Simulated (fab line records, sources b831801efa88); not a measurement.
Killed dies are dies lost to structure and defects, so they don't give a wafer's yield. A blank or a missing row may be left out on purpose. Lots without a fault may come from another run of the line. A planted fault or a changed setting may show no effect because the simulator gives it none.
A struck lot beside a sound one | flow sky130 | 34 steps out of a route of 708
Sound: wafers L476.2, L476.5, L476.6. Struck: wafers L484.1, L484.3, L484.4. The cause comes at the end.
At each step with rows: each side's tool, then ch and its chambers, then its first start. Under that, the readings that differ: sound wafers | struck wafers | difference of the means | sigmas: that difference in standard deviations of wafers without a fault.
alike: readings whose means differ by less than 2 such deviations, and words and numbers that are the same on both sides. not compared: withheld readings, readings that some wafer has no value for, bounds like >300 that may hide the same value, and numbers for which the record gives no deviation and whose values overlap.
The two part at a step that has a row with sigmas, a row that says differs or no value, or rows on one side only. Numbers that don't overlap but have no deviation are shown without sigmas and don't part them. A reading that every wafer of one side lacks parts them only if that side has two wafers or more.

first, 5 steps without rows for these wafers: SKY_METAL5_SOFTBAKE_10 (time 60 s); SKY_METAL5_EXPOSE_11 (exposes mask MM5, target cd 1600 nm); SKY_METAL5_PEB_12; SKY_METAL5_DEVELOP_13 (develop time 60 s); SKY_METAL5_DESCUM_14 (chemistry O2, time 11 s).
SKY_METAL5_METAL_ETCH_15: etches the open film in Cl2/BCl3, stops on SiO2, target depth 1260 nm, time 252 s.
  sound on rie_metal-02 ch 0,1, day 46 04:04; struck on rie_metal-01 ch 0,1, day 48 05:04
  alike: drypump_motor_current_A, oes_product_au, throttle_valve_pct
  not compared: rf_hours_counter_h
SKY_METAL5_STRIP_16: strips in O2/N2.
  sound on plasma_asher-01 ch 0,1, day 46 04:17; struck on plasma_asher-03 ch 0,1, day 48 05:18
  reading               | sound             | struck            | difference | sigmas
  oes_product_au (a.u.) | 0.716 0.711 0.716 | 0.708 0.701 0.704 | -0.010     | -2
  alike: drypump_motor_current_A, strip_time_to_endpoint_s
  not compared: rf_hours_counter_h
then, 3 steps without rows for these wafers: SKY_METAL5_STRIP_17 (strips in post etch residue remover, time 1200 s); SKY_METAL5_CLEAN_18 (cleans in IPA, time 180 s); SKY_METAL5_CLEAN_19 (cleans in O3/DIW).
SKY_PASSIVATION_CVD_00: deposits SiO2, target thk 90 nm.
  sound on pecvd-01 ch 0,2, day 46 04:56; struck on pecvd-04 ch 0,1, day 48 05:53
  alike: heater_power_w, rf_fwd_power_W
SKY_PASSIVATION_THK_MEAS_01:
  sound on film_metro-03, day 46 04:58; struck on film_metro-02, day 48 05:55
  alike: PASSIVATION_CVD_00_THK
SKY_PASSIVATION_CVD_02: deposits Si3N4, target thk 540 nm.
  sound on pecvd-02 ch 0,2, day 46 05:01; struck on pecvd-02 ch 0,1,2, day 48 05:58
  reading                                       | sound             | struck            | difference | sigmas
  rf_fwd_power_W (W)                            | 449.5 450.9 448.8 | 267.4 270.9 269.4 | -180.5     | -99 or more
  model.Si3N4_of_PASSIVATION_CVD_02.thk_nm (nm) | 528.5 549.5 546.6 | 465 454.4 467.3   | -79        |
  alike: heater_power_w
SKY_PASSIVATION_THK_MEAS_03:
  sound on film_metro-04, day 46 05:15; struck on film_metro-03, day 48 06:25
  reading                     | sound       | struck      | difference | sigmas
  PASSIVATION_CVD_02_THK (nm) | 528 550 546 | 465 455 467 | -79        | -13
  not compared: hold
then, 6 steps without rows for these wafers: SKY_PASSIVATION_HMDS_05 (prime time 60 s); SKY_PASSIVATION_COAT_06 (resist thk 3000 nm); SKY_PASSIVATION_SOFTBAKE_07; SKY_PASSIVATION_EXPOSE_08 (exposes mask NSM, target cd 3000 nm); SKY_PASSIVATION_PEB_09; SKY_PASSIVATION_DEVELOP_10 (develop time 60 s).
SKY_PASSIVATION_ETCH_11: etches the open film in CF4/O2, stops on AlCu, target depth 725 nm, time 161.1 s.
  sound on rie_diel-04 ch 1,2,3, day 47 01:34; struck on rie_diel-03 ch 0,2,3, day 49 00:34
  reading                                 | sound             | struck            | difference | sigmas
  oes_product_au (a.u.)                   | 0.977 0.980 0.991 | 0.917 0.907 0.923 | -0.067     | -9
  throttle_valve_pct (%)                  | 5.955 5.964 5.977 | 5.931 5.954 5.954 | -0.019     | -2
  model.PASSIVATION.feature_depth_nm (nm) | 693 715.5 713.8   | 629.7 619.2 634.4 | -79.7      |
  model.etch.depth_nm (nm)                | 693 715.5 713.8   | 629.7 619.2 634.4 | -79.7      |
  alike: drypump_motor_current_A
  not compared: rf_hours_counter_h
SKY_PASSIVATION_STRIP_12: strips in O2/N2.
  sound on plasma_asher-04 ch 0,1, day 47 01:40; struck on plasma_asher-04 ch 0,1, day 49 00:40
  alike: drypump_motor_current_A, oes_product_au, strip_time_to_endpoint_s
  not compared: rf_hours_counter_h
then, 7 steps without rows for these wafers: SKY_PAD_OPEN_DEHYDRATE_00 (time 60 s); SKY_PAD_OPEN_HMDS_01 (prime time 60 s); SKY_PAD_OPEN_COAT_02 (resist thk 3000 nm); SKY_PAD_OPEN_SOFTBAKE_03; SKY_PAD_OPEN_EXPOSE_04 (exposes mask PDM, target cd 60000 nm); SKY_PAD_OPEN_PEB_05; SKY_PAD_OPEN_DEVELOP_06 (develop time 60 s).
SKY_PAD_OPEN_ETCH_07: etches the open film in CF4/O2, stops on AlCu, target depth 725 nm, time 161.1 s.
  sound on rie_diel-01 ch 1,2,3, day 47 21:25; struck on rie_diel-04 ch 0,2,3, day 49 17:37
  reading                              | sound             | struck            | difference | sigmas
  oes_product_au (a.u.)                | 0.968 0.978 0.990 | 0.914 0.905 0.918 | -0.066     | -10
  throttle_valve_pct (%)               | 5.973 5.954 5.969 | 5.935 5.948 5.939 | -0.025     | -3
  model.PAD_OPEN.feature_depth_nm (nm) | 693 715.5 713.8   | 629.7 619.2 634.4 | -79.7      |
  model.etch.depth_nm (nm)             | 693 715.5 713.8   | 629.7 619.2 634.4 | -79.7      |
  alike: drypump_motor_current_A
  not compared: rf_hours_counter_h
SKY_PAD_OPEN_STRIP_08: strips in O2/N2.
  sound on plasma_asher-04 ch 0,1, day 47 21:31; struck on plasma_asher-04 ch 0,1, day 49 17:43
  reading                      | sound             | struck            | difference | sigmas
  strip_time_to_endpoint_s (s) | 36.74 36.69 36.70 | 36.49 36.50 36.47 | -0.22      | -2
  alike: drypump_motor_current_A, oes_product_au
  not compared: rf_hours_counter_h
SKY_PAD_OPEN_STRIP_09: strips in post etch residue remover, time 1200 s.
  sound on wet_bench-04 ch 3, day 47 21:37; struck on wet_bench-01 ch 1, day 49 18:01
  reading                                       | sound             | struck          | difference | sigmas
  model.Si3N4_of_PASSIVATION_CVD_02.thk_nm (nm) | 528.1 549.2 546.2 | 464.6 454.1 467 | -79.3      |
then, 1 step without rows for these wafers: SKY_PAD_OPEN_CLEAN_10 (cleans in IPA, time 180 s).
SKY_PAD_OPEN_PROBE_99:
  sound on prober-02, day 47 23:47; struck on prober-01, day 49 20:10
  alike: defect_limited_yield, killed_at_M0_to_M3, killed_at_M4_up, killed_at_contacts, killed_at_front_end, killed_at_other, killed_dies, killed_open, killed_short, sort_bin_3_pad_short, sort_bin_5_function, sort_bin_6_memory, sort_n_pass, sort_yield_pct

WHERE THEY PART
First at SKY_METAL5_STRIP_16; last, within this record, at SKY_PAD_OPEN_STRIP_08. Later steps at which nothing parts them and some readings are alike: SKY_PAD_OPEN_PROBE_99.

WHY: what the simulator had put in
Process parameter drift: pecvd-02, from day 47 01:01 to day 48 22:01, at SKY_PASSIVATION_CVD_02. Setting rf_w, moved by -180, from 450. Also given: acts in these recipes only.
